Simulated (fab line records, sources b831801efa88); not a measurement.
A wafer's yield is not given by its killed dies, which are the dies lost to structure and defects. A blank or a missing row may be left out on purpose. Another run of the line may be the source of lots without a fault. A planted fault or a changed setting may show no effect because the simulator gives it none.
Comparing a struck lot with a sound one :: flow sky130 :: 17 out of 708 route steps
Sound: the wafers L346.2, L346.3, L346.4. Struck: wafers L356.4, L356.5, L356.6. At the end, the cause is stated.
For every step that has rows: the tool of each side, followed by ch and its chambers, followed by its first start. Under that, the readings that differ: sound wafers :: struck wafers :: difference of the means :: sigmas: that difference in standard deviations of wafers without a fault.
alike: a reading whose means differ by less than 2 such deviations, as well as words and numbers matching on both sides. not compared: withheld readings; readings where some wafer has no value; bounds like >300 that might hide an equal value; numbers whose values overlap and for which the record gives no deviation.
The two part at a step that has a row with sigmas, a row that says differs or no value, or rows on one side only. When numbers do not overlap yet have no deviation, they are printed without sigmas and do not part them. A reading missing from all wafers of one side parts the sides only when that side holds two or more wafers.

first, 1 step without rows for these wafers: SKY_LDD_N_IMPLANT_15.
SKY_LDD_N_STRIP_16: strips in O2/N2.
  sound on plasma-asher-01 ch 0,1, day 19 23:29; struck on plasma-asher-02 ch 0,1, day 23 07:56
reading: drypump-motor-current-A (A)
sound: 5.2 5.2 5.5
struck: 6.0 6.1 6.0
difference: +0.7
sigmas: +2
  alike: oes-product-au, strip-time-to-endpoint-s
  not compared: rf-hours-counter-h
SKY_LDD_N_TW_MEAS_17:
  sound on film-metro-03, day 19 23:36; struck on film-metro-03, day 23 08:01
  alike: LDD_N_TW
then, 7 steps without rows for these wafers: SKY_LDD_P_DEHYDRATE_00 (time 60 s); SKY_LDD_P_HMDS_01 (prime time 60 s); SKY_LDD_P_COAT_02 (resist thk 1140 nm); SKY_LDD_P_SOFTBAKE_03 (time 60 s); SKY_LDD_P_EXPOSE_04 (exposes mask PSDM, target cd 380 nm); SKY_LDD_P_PEB_05; SKY_LDD_P_DEVELOP_06 (develop time 60 s).
SKY_LDD_P_CD_MEAS_07: target cd 380 nm.
  sound on cd-sem-01, day 21 06:08; struck on cd-sem-02, day 24 14:43
  alike: cd-nm
SKY_LDD_P_OVL_MEAS_08:
  sound on overlay-01, day 21 06:14; struck on overlay-02, day 24 14:47
  alike: LDD_P_OVL
SKY_LDD_P_IMPLANT_09:
  sound on implanter-01 ch 0, day 21 06:17; struck on implanter-01 ch 0, day 24 14:53
reading: dose-ions-cm2
sound: 9.98e+12 1e+13 1.0009e+13
struck: 5.47e+12 5.442e+12 5.453e+12
difference: -4.54e+12
sigmas: -99 or more

reading: faraday-current-uA
sound: 56.8 57.1 56.4
struck: 29.9 30.9 30.7
difference: -26.3
sigmas: -24
SKY_LDD_P_STRIP_10: strips in O2/N2.
  sound on plasma-asher-04 ch 0,1, day 21 06:25; struck on plasma-asher-01 ch 0,1, day 24 14:59
  alike: drypump-motor-current-A, oes-product-au, strip-time-to-endpoint-s
  not compared: rf-hours-counter-h
SKY_LDD_P_TW_MEAS_11:
  sound on film-metro-02, day 21 06:31; struck on film-metro-01, day 24 15:05
reading: LDD_P_TW
sound: 627 629 628
struck: 521 521 521
difference: -107
sigmas: -15
then, 1 step without rows for these wafers: SKY_LDD_HVN_DEHYDRATE_00 (time 60 s).
-- a jump in the record: the struck wafers' starts before and after are 25 days apart (it breaks off in module LDD_HVN and resumes in module PAD_OPEN, where the first step shown is number 708 of the route) --
SKY_PAD_OPEN_PROBE_99:
  sound on prober-01, day 47 08:58; struck on prober-01, day 49 10:56
reading: model.etest.tip-p.rs-ohm-sq
sound: 6884 6926 6882
struck: 1.138e+04 1.152e+04 1.146e+04
difference: +4.556e+03
sigmas: 

reading: model.etest.pfet_01v8_lvt.drive-ua-um
sound: 174 174.4 175.9
struck: 173 172.2 171.4
difference: -3
sigmas: 
  alike: killed_at_M0_to_M3, killed_at_M4_up, killed-at-contacts, killed-at-front-end, killed-at-other, killed-dies, killed-open, killed-short
  not compared: model.etest.tip-p.rs-ohm-sq-range, model.etest.pfet_01v8.r-on-ohm-um, model.etest.pfet_01v8.drive-ua-um, model.etest.pfet_01v8_hvt.drive-ua-um, model.etest.sram-pfet-latch.drive-ua-um, model.etest.pfet_01v8.off-log10-a-um

## WHERE THEY PART
First at SKY_LDD_N_STRIP_16; last, within this record, at SKY_LDD_P_TW_MEAS_11. Later steps at which nothing parts them and some readings are alike: SKY_PAD_OPEN_PROBE_99.

WHY: the cause the simulator had injected
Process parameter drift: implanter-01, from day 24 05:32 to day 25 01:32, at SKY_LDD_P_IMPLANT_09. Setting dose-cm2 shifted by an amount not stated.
